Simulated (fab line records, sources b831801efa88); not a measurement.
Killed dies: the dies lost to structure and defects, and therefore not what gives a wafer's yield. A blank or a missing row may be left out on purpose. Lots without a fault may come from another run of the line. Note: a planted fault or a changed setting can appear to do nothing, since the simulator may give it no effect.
Split-lot study :: flow sky130 :: 5 lots, 23 wafers read, on a route of 708 steps

## ON THE SPLIT
At SKY_FIELD_ISO_DEVELOP_12 (develop time 60 s), the setting dev_temp_c was moved away from the recipe's 21 C on 6 of the 23 wafers read, by -16.6% to +6.0%. All remaining wafers had this setting at the recipe value.

No step appears in the file between the split and the reading.

## THE READING
At SKY_FIELD_ISO_CD_MEAS_13: cd_nm in nanometres, against a target cd of 150 nm. A value of 150.3 nm with a standard deviation of 1 nm is what fault-free wafers of this fab line usually give.

wafer: L074.1
tool, chamber at the split: litho_track-01, 0
dev_temp_c as run, C: 21
against the recipe: recipe
cd_nm, nm: 151.3
against lot-mates on the recipe: -

wafer: L074.3
tool, chamber at the split: litho_track-01, 0
dev_temp_c as run, C: 22.26
against the recipe: +6.0%
cd_nm, nm: 147.8
against lot-mates on the recipe: -3.1

wafer: L074.4
tool, chamber at the split: litho_track-01, 0
dev_temp_c as run, C: 22.26
against the recipe: +6.0%
cd_nm, nm: 147.9
against lot-mates on the recipe: -3.0

wafer: L074.5
tool, chamber at the split: litho_track-01, 0
dev_temp_c as run, C: 21
against the recipe: recipe
cd_nm, nm: 150.4
against lot-mates on the recipe: -

wafer: L074.6
tool, chamber at the split: litho_track-01, 0
dev_temp_c as run, C: 22.26
against the recipe: +6.0%
cd_nm, nm: 150.1
against lot-mates on the recipe: -0.8

wafer: L080.1
tool, chamber at the split: litho_track-02, 0
dev_temp_c as run, C: 21
against the recipe: recipe
cd_nm, nm: 150.6
against lot-mates on the recipe: -

wafer: L080.2
tool, chamber at the split: litho_track-02, 0
dev_temp_c as run, C: 21
against the recipe: recipe
cd_nm, nm: 150.9
against lot-mates on the recipe: -

wafer: L080.3
tool, chamber at the split: litho_track-02, 0
dev_temp_c as run, C: 21
against the recipe: recipe
cd_nm, nm: 149.7
against lot-mates on the recipe: -

wafer: L080.4
tool, chamber at the split: litho_track-02, 0
dev_temp_c as run, C: 21
against the recipe: recipe
cd_nm, nm: 149.8
against lot-mates on the recipe: -

wafer: L080.5
tool, chamber at the split: litho_track-02, 0
dev_temp_c as run, C: 21
against the recipe: recipe
cd_nm, nm: 149.4
against lot-mates on the recipe: -

wafer: L081.1
tool, chamber at the split: litho_track-03, 0
dev_temp_c as run, C: 21
against the recipe: recipe
cd_nm, nm: 151.9
against lot-mates on the recipe: -

wafer: L081.3
tool, chamber at the split: litho_track-03, 0
dev_temp_c as run, C: 21
against the recipe: recipe
cd_nm, nm: 152.9
against lot-mates on the recipe: -

wafer: L081.6
tool, chamber at the split: litho_track-03, 0
dev_temp_c as run, C: 21
against the recipe: recipe
cd_nm, nm: 152.1
against lot-mates on the recipe: -

wafer: L083.1
tool, chamber at the split: litho_track-02, 0
dev_temp_c as run, C: 21
against the recipe: recipe
cd_nm, nm: 150.6
against lot-mates on the recipe: -

wafer: L083.2
tool, chamber at the split: litho_track-02, 0
dev_temp_c as run, C: 21
against the recipe: recipe
cd_nm, nm: 151.0
against lot-mates on the recipe: -

wafer: L083.3
tool, chamber at the split: litho_track-02, 0
dev_temp_c as run, C: 21
against the recipe: recipe
cd_nm, nm: 151.6
against lot-mates on the recipe: -

wafer: L083.4
tool, chamber at the split: litho_track-02, 0
dev_temp_c as run, C: 21
against the recipe: recipe
cd_nm, nm: 150.9
against lot-mates on the recipe: -

wafer: L083.6
tool, chamber at the split: litho_track-02, 0
dev_temp_c as run, C: 21
against the recipe: recipe
cd_nm, nm: 150.7
against lot-mates on the recipe: -

wafer: L085.1
tool, chamber at the split: litho_track-02, 0
dev_temp_c as run, C: 17.51
against the recipe: -16.6%
cd_nm, nm: 152.6
against lot-mates on the recipe: +4.2

wafer: L085.2
tool, chamber at the split: litho_track-02, 0
dev_temp_c as run, C: 17.51
against the recipe: -16.6%
cd_nm, nm: 152.5
against lot-mates on the recipe: +4.1

wafer: L085.3
tool, chamber at the split: litho_track-02, 0
dev_temp_c as run, C: 21
against the recipe: recipe
cd_nm, nm: 148.4
against lot-mates on the recipe: -

wafer: L085.4
tool, chamber at the split: litho_track-02, 0
dev_temp_c as run, C: 17.51
against the recipe: -16.6%
cd_nm, nm: 151.7
against lot-mates on the recipe: +3.2

wafer: L085.5
tool, chamber at the split: litho_track-02, 0
dev_temp_c as run, C: 21
against the recipe: recipe
cd_nm, nm: 148.5
against lot-mates on the recipe: -

FIT RESULTS
A straight line over all 23 wafers: cd_nm changes by -0.134 nm for each +1% of dev_temp_c; r = -0.58; the points scatter about the line by 1.2 nm.
The same after taking each lot's own level away (the mean of its wafers on the recipe; 23 wafers): -0.251 nm for each +1%; r = -0.93; scatter 0.64 nm.
That fit puts the effect of the largest move of dev_temp_c on the reading at 4.2 nm.
The span of the lots' own levels, 148.45 to 152.30 nm, comes to 3.8 times the standard deviation stated above.
So the lot-to-lot level blurs the effect unless lot-mates are compared.
Check: +3.98 nm against its lot-mates is what the line predicts for one of the wafers moved furthest among these (-16.6%) when that wafer is left out of the fit. It came out at +4.15 nm against them.

## THE FILE'S OWN FIT
cd_nm changes by -0.246 nm for each +1% of dev_temp_c, r = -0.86.
